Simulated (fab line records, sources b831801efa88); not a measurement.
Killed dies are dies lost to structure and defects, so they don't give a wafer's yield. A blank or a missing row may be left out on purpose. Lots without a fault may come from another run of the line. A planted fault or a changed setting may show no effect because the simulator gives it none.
Which tool did it? | flow gf180mcu | 15 lots, 45 wafers sampled, at 2 steps of a route of 602

WHAT THE GAUGES READ, wafer by wafer
GF_V5_OVL_MEAS_15. Usual: V5_OVL -3 nm, standard deviation 5.7.
lot  | measured     | on         | V5_OVL (nm) | flag
L611 | day 27 17:48 | overlay-01 | 0 1 -9      |
L613 | day 28 07:38 | overlay-02 | -9 -12 -10  |
L614 | day 28 21:23 | overlay-02 | -4 -5 -9    |
L615 | day 28 22:54 | overlay-02 | -1 -2 -14   |
L617 | day 29 19:08 | overlay-02 | -3 -13 -6   |
L618 | day 29 22:20 | overlay-02 | -8 -1 -4    |
L620 | day 30 08:51 | overlay-02 | 1 -2 10     |
L621 | day 30 17:18 | overlay-02 | - - -       | OFF
L622 | day 30 23:00 | overlay-02 | - - -       | OFF
L623 | day 31 07:33 | overlay-01 | - - -       | OFF
L630 | day 33 04:23 | overlay-01 | 2 -4 0      |
L632 | day 33 13:47 | overlay-02 | -5 -11 -4   |
L631 | day 33 14:35 | overlay-01 | -2 -11 -7   |
L633 | day 33 19:15 | overlay-02 | -3 -2 4     |
L634 | day 34 04:05 | overlay-01 | 4 -2 6      |

WHICH TOOL RAN EACH LOT (tool, then ch and the chambers of the sampled wafers, then the start)
lot  | GF_V5_EXPOSE_11
L611 | krf_scanner-02 ch 0, day 27 07:07
L613 | krf_scanner-01 ch 0, day 27 22:12
L614 | krf_scanner-01 ch 0, day 28 11:31
L615 | krf_scanner-01 ch 0, day 28 13:09
L617 | krf_scanner-01 ch 0, day 29 10:05
L618 | krf_scanner-01 ch 0, day 29 13:07
L620 | krf_scanner-02 ch 0, day 29 23:22
L621 | krf_scanner-02, day 30 08:28
L622 | krf_scanner-02, day 30 14:24
L623 | krf_scanner-01, day 30 22:30
L630 | krf_scanner-01 ch 0, day 32 21:29
L632 | krf_scanner-01 ch 0, day 33 05:25
L631 | krf_scanner-02 ch 0, day 33 06:16
L633 | krf_scanner-01 ch 0, day 33 11:41
L634 | krf_scanner-02 ch 0, day 33 20:17
- GF_V5_EXPOSE_11: exposes mask Via5, target cd 260 nm.

WHAT THE TOOLS THEMSELVES READ (means of the sampled wafers that have a number; where no wafer has one, the mark that the record gives instead)
GF_V5_EXPOSE_11. Usual: exposure_dose_mJ_cm2 37.93, standard deviation 0.043; focus_offset_nm 0.0 nm, standard deviation 0.49.
lot  | tool           | exposure_dose_mJ_cm2 | focus_offset_nm (nm) | flag
L611 | krf_scanner-02 | 37.90                | 0.0                  |
L613 | krf_scanner-01 | 37.97                | -0.4                 |
L614 | krf_scanner-01 | 37.96                | 0.4                  |
L615 | krf_scanner-01 | 37.93                | -0.5                 |
L617 | krf_scanner-01 | 37.97                | -0.1                 |
L618 | krf_scanner-01 | 37.98                | 0.5                  |
L620 | krf_scanner-02 | 37.93                | 0.6                  |
L621 | krf_scanner-02 | -                    | -                    | OFF
L622 | krf_scanner-02 | -                    | -                    | OFF
L623 | krf_scanner-01 | -                    | -                    | OFF
L630 | krf_scanner-01 | 37.94                | -0.0                 |
L632 | krf_scanner-01 | 37.93                | -0.1                 |
L631 | krf_scanner-02 | 37.91                | 0.1                  |
L633 | krf_scanner-01 | 37.93                | -0.1                 |
L634 | krf_scanner-02 | 37.94                | 0.3                  |

THE ANSWER, worked out from the rows above alone
Rule: a lot is off if the mean of its wafers that have a number lies more than 3 standard deviations from the usual mean. A lot without any number at a reading at which 4 lots or more have one is off too. The other lots that the step has rows for count as sound. The gauges are gone through in route order, then the tools' own readings, and for those a lot's mean is taken as printed above. The first step at which some lot is off is used, and at that step the reading that is off furthest; a lot without a number counts as furthest.
Off: L621, L622, L623, at GF_V5_OVL_MEAS_15 (V5_OVL). Without a number there: L621, L622, L623.
A tool fits if, at a process step before that reading, it ran every lot that is off, and no sound lot after the first of them. The gauges at GF_V5_OVL_MEAS_15 aren't tried: what is off there is off at GF_V5_EXPOSE_11 too, on other tools, and a gauge's error can't cause that. None of those tried fits.

WHAT THE SIMULATOR HAD PUT IN
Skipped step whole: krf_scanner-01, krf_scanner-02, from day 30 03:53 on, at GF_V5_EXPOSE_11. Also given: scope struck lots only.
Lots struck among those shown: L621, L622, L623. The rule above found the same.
